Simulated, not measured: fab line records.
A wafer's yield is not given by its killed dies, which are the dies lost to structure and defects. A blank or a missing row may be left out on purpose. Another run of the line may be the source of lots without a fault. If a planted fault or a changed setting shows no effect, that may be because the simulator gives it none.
Which tool did it?	flow gf180mcu	13 lots with 39 wafers sampled at 4 steps, on a route of 602 steps

WHAT THE GAUGES SHOWED, per wafer
GF_VT_IMPLANT_RS_MEAS_47: measures by four-point-probe. Usual: NWELL_RS gives 488.1 ohm/sq (standard deviation 1.2).
lot	measured	on	NWELL_RS (ohm/sq)	flag
L469	day 7 11:40	film-metro-02	487.4 487.9 487.7	
L470	day 7 20:14	film-metro-03	489.7 488.9 489.2	
L472	day 8 10:14	film-metro-02	489.6 488.4 487.4	
L473	day 8 18:21	film-metro-02	487.5 488.3 487.4	
L476	day 9 13:02	film-metro-03	486.6 487.4 486.4	
L477	day 9 17:49	film-metro-04	488.3 486.9 488.0	
L478	day 10 04:40	film-metro-03	489.0 485.9 486.5	
L479	day 10 10:35	film-metro-02	488.8 487.6 487.4	
L480	day 10 16:59	film-metro-02	489.0 491.5 489.1	
L484	day 11 17:50	film-metro-03	489.4 488.5 490.2	
L486	day 12 08:11	film-metro-02	493.7 493.8 493.7	OFF
L487	day 12 13:10	film-metro-04	492.9 492.5 492.9	OFF
L491	day 13 17:25	film-metro-03	490.9 489.4 489.1	

GF_V1_THK_MEAS_25: measures by xrf. Usual: V1_W_THK gives 346 nm (standard deviation 4.1).
lot	measured	on	V1_W_THK (nm)	flag
L469	day 18 00:56	film-metro-03	344 342 339	
L470	day 18 09:31	film-metro-03	346 344 344	
L472	day 19 06:20	film-metro-04	345 346 350	
L473	day 19 19:25	film-metro-04	346 345 344	
L476	day 21 03:59	film-metro-04	346 341 344	
L477	day 21 04:20	film-metro-01	346 346 346	
L478	day 21 21:16	film-metro-01	348 350 352	
L479	day 22 05:47	film-metro-01	353 350 350	
L480	day 22 07:19	film-metro-04	343 344 343	
L484	day 23 17:37	film-metro-04	340 340 341	
L486	day 24 11:25	film-metro-04	342 338 341	
L487	day 24 16:38	film-metro-01	347 349 343	
L491	day 26 00:27	film-metro-04	344 346 344	

WHAT TOOL EACH LOT RAN ON (gives the tool, then ch and the chambers of the sampled wafers, and finally the start)
lot	GF_NWELL_IMPLANT_08	GF_CONTACT_STRIP_18
L469	implanter-01 ch 0, day 3 06:25	plasma-asher-02 ch 0,1, day 15 23:24
L470	implanter-01 ch 0, day 3 11:37	plasma-asher-01 ch 0,1, day 16 07:09
L472	implanter-04 ch 0, day 3 23:16	plasma-asher-03 ch 0,1, day 17 02:58
L473	implanter-04 ch 0, day 4 05:19	plasma-asher-02 ch 0,1, day 17 15:15
L476	implanter-04 ch 0, day 4 20:22	plasma-asher-02 ch 0,1, day 19 00:02
L477	implanter-03 ch 0, day 5 01:23	plasma-asher-01 ch 0,1, day 19 00:11
L478	implanter-04 ch 0, day 5 09:08	plasma-asher-03 ch 0,1, day 19 17:31
L479	implanter-03 ch 0, day 5 14:26	plasma-asher-02 ch 0,1, day 20 02:11
L480	implanter-03 ch 0, day 5 20:41	plasma-asher-01 ch 0,1, day 20 03:47
L484	implanter-01 ch 0, day 6 17:46	plasma-asher-03 ch 0,1, day 21 16:25
L486	implanter-03 ch 0, day 7 05:34	plasma-asher-02 ch 0,1, day 22 10:17
L487	implanter-03 ch 0, day 7 09:10	plasma-asher-02 ch 0,1, day 22 16:53
L491	implanter-04 ch 0, day 8 08:11	plasma-asher-02 ch 0,1, day 23 22:44
- GF_NWELL_IMPLANT_08
- GF_CONTACT_STRIP_18: strips in O2/N2.

WHAT THE TOOLS THEMSELVES READ (means of the sampled wafers that have a number; where no wafer has one, the mark that the record gives instead)
GF_NWELL_IMPLANT_08. Usual: faraday-current-uA 84.4, standard deviation 1.7.
lot	tool	faraday-current-uA	flag
L469	implanter-01	85.5	
L470	implanter-01	85.0	
L472	implanter-04	83.7	
L473	implanter-04	84.3	
L476	implanter-04	83.5	
L477	implanter-03	84.4	
L478	implanter-04	85.6	
L479	implanter-03	84.9	
L480	implanter-03	84.6	
L484	implanter-01	85.6	
L486	implanter-03	83.8	
L487	implanter-03	84.8	
L491	implanter-04	85.2	

GF_CONTACT_STRIP_18. Usual: drypump-motor-current-A 5.9 A, standard deviation 0.63; heater-power-w 338 W, standard deviation 30; oes-product-au 0.579 a.u., standard deviation 0.0051.
lot	tool	drypump-motor-current-A (A)	heater-power-w (W)	oes-product-au (a.u.)	flag
L469	plasma-asher-02	6.1	333	0.581	
L470	plasma-asher-01	6.0	361	0.583	
L472	plasma-asher-03	4.9	300	0.583	
L473	plasma-asher-02	6.2	356	0.581	
L476	plasma-asher-02	6.2	355	0.579	
L477	plasma-asher-01	6.0	358	0.579	
L478	plasma-asher-03	4.9	305	0.578	
L479	plasma-asher-02	6.2	353	0.578	
L480	plasma-asher-01	6.4	339	0.576	
L484	plasma-asher-03	4.9	302	0.579	
L486	plasma-asher-02	6.1	336	0.578	
L487	plasma-asher-02	6.1	334	0.580	
L491	plasma-asher-02	6.2	351	0.576	

THE ANSWER, worked out from the rows above alone
Rule: take the mean of a lot's wafers that have a number; if it is more than 3 standard deviations from the usual mean, the lot is off. A lot without any number at a reading at which 4 lots or more have one is off too. Where the step has rows for the other lots, those lots are counted as sound. First the gauges in route order, then the tools' own readings, where a lot's mean is used as printed above. At the first step where some lot is off, the reading lying furthest off is the one used; lots without a number count as furthest.
Off: at GF_VT_IMPLANT_RS_MEAS_47 (NWELL_RS), L486, L487.
If a tool, at a process step before that reading, ran all the lots that are off and no sound lot after the first of them, it fits. The gauges at GF_VT_IMPLANT_RS_MEAS_47 are tried like those tools. One fits: implanter-03 at GF_NWELL_IMPLANT_08. A fault onset in the window from L480 (day 5 20:41, its last sound lot) to L486 (day 7 05:34, its first lot off) fits.

WHAT THE SIMULATOR HAD PUT IN
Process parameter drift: implanter-03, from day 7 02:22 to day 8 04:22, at GF_NWELL_IMPLANT_08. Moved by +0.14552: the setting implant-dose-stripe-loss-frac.
Struck lots among those shown: L486, L487. The rule above found the same.
